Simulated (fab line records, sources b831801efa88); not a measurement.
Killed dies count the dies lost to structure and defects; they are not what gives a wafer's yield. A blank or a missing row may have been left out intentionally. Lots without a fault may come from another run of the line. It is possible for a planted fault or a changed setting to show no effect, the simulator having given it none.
Tool commonality check / flow sky130 / Sample size 10 lots and 30 wafers

== WHY IT WAS OPENED ==
At SKY_POLY_GATE_THK_MEAS_01 the reading POLY_GATE_CVD_00_THK is flagged on 2 of 10 lots. No-fault wafers: 180.3 nm, standard deviation 1.3.
Rule: a lot is flagged when every wafer of it that has a number lies more than 4 standard deviations from that mean, or none has a number. The other lots count as sound.

lot=L775; measured=day 14 03:11; on=film-metro-02; POLY_GATE_CVD_00_THK (nm), wafer by wafer=178.7 178.5 179.2; flag=
lot=L776; measured=day 14 08:41; on=film-metro-01; POLY_GATE_CVD_00_THK (nm), wafer by wafer=178.3 178.0 179.0; flag=
lot=L778; measured=day 15 00:45; on=film-metro-02; POLY_GATE_CVD_00_THK (nm), wafer by wafer=179.3 180.1 180.1; flag=
lot=L781; measured=day 15 23:22; on=film-metro-02; POLY_GATE_CVD_00_THK (nm), wafer by wafer=177.8 180.8 179.8; flag=
lot=L782; measured=day 16 12:56; on=film-metro-02; POLY_GATE_CVD_00_THK (nm), wafer by wafer=181.6 182.0 181.5; flag=
lot=L783; measured=day 16 14:46; on=film-metro-04; POLY_GATE_CVD_00_THK (nm), wafer by wafer=179.4 180.3 180.9; flag=
lot=L787; measured=day 18 02:53; on=film-metro-01; POLY_GATE_CVD_00_THK (nm), wafer by wafer=180.8 179.8 180.3; flag=
lot=L792; measured=day 20 06:32; on=film-metro-01; POLY_GATE_CVD_00_THK (nm), wafer by wafer=178.2 179.6 179.6; flag=
lot=L793; measured=day 20 13:13; on=film-metro-02; POLY_GATE_CVD_00_THK (nm), wafer by wafer=144.2 143.1 142.3; flag=FLAGGED
lot=L794; measured=day 20 16:23; on=film-metro-01; POLY_GATE_CVD_00_THK (nm), wafer by wafer=145.7 145.1 145.6; flag=FLAGGED
The numbers of the flagged lots are 144.3 nm on average: -36.0 nm against the usual, or -28 standard deviations.

== LOT BY LOT: THE TOOL USED ==
The record keeps 1 process step preceding the reading, out of 708 steps on the route. In each cell: the tool, then ch and the chambers that the sampled wafers went through, then the start.
lot=L775; flag=; SKY_POLY_GATE_CVD_00=lpcvd-01 ch 0, day 14 01:59
lot=L776; flag=; SKY_POLY_GATE_CVD_00=lpcvd-01 ch 1, day 14 07:28
lot=L778; flag=; SKY_POLY_GATE_CVD_00=lpcvd-01 ch 0, day 14 23:33
lot=L781; flag=; SKY_POLY_GATE_CVD_00=lpcvd-01 ch 1, day 15 22:10
lot=L782; flag=; SKY_POLY_GATE_CVD_00=lpcvd-01 ch 1, day 16 11:43
lot=L783; flag=; SKY_POLY_GATE_CVD_00=lpcvd-01 ch 0, day 16 13:34
lot=L787; flag=; SKY_POLY_GATE_CVD_00=lpcvd-01 ch 0, day 18 01:41
lot=L792; flag=; SKY_POLY_GATE_CVD_00=lpcvd-01 ch 0, day 20 05:20
lot=L793; flag=FLAGGED; SKY_POLY_GATE_CVD_00=lpcvd-01 ch 0, day 20 11:59
lot=L794; flag=FLAGGED; SKY_POLY_GATE_CVD_00=lpcvd-01 ch 1, day 20 14:35
These steps, and what they do:
- SKY_POLY_GATE_CVD_00: deposits poly-Si, target thk 180 nm, time 720 s.
- SKY_POLY_GATE_THK_MEAS_01

== FLAGGED AGAINST TOTAL, ONE TOOL AT A TIME (gauges that did the reading follow at the end) ==
step=SKY_POLY_GATE_CVD_00; tool=lpcvd-01; lots run=10; flagged=2; share of the flagged lots=all; sound lots run after its first flagged lot=0
step=SKY_POLY_GATE_THK_MEAS_01; tool=film-metro-01; lots run=4; flagged=1; share of the flagged lots=some; sound lots run after its first flagged lot=0
step=SKY_POLY_GATE_THK_MEAS_01; tool=film-metro-02; lots run=5; flagged=1; share of the flagged lots=some; sound lots run after its first flagged lot=0
step=SKY_POLY_GATE_THK_MEAS_01; tool=film-metro-04; lots run=1; flagged=0; share of the flagged lots=none; sound lots run after its first flagged lot=-

== THE TABLE: WHAT IT ALLOWS ==
1 row of the table ran every flagged lot: lpcvd-01 at SKY_POLY_GATE_CVD_00.
- lpcvd-01 at SKY_POLY_GATE_CVD_00: 2 of its 10 lots flagged. It ran its last sound lot, L792, at day 20 05:20 and its first flagged lot, L793, at day 20 11:59: a fault with its onset between the two fits. Its own readings (spike-tc-bottom-C, spike-tc-centre-C, spike-tc-lower-C, spike-tc-upper-C, susceptor-temp-C) fall more than 4 standard deviations out on all wafers of the flagged lots.
One tool is left: lpcvd-01 at SKY_POLY_GATE_CVD_00.

== WHAT WAS PUT IN BY THE SIMULATOR ==
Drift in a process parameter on lpcvd-01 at SKY_POLY_GATE_CVD_00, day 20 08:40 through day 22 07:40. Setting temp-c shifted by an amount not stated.
Shown lots that were struck: L793, L794. The rule above found the same.
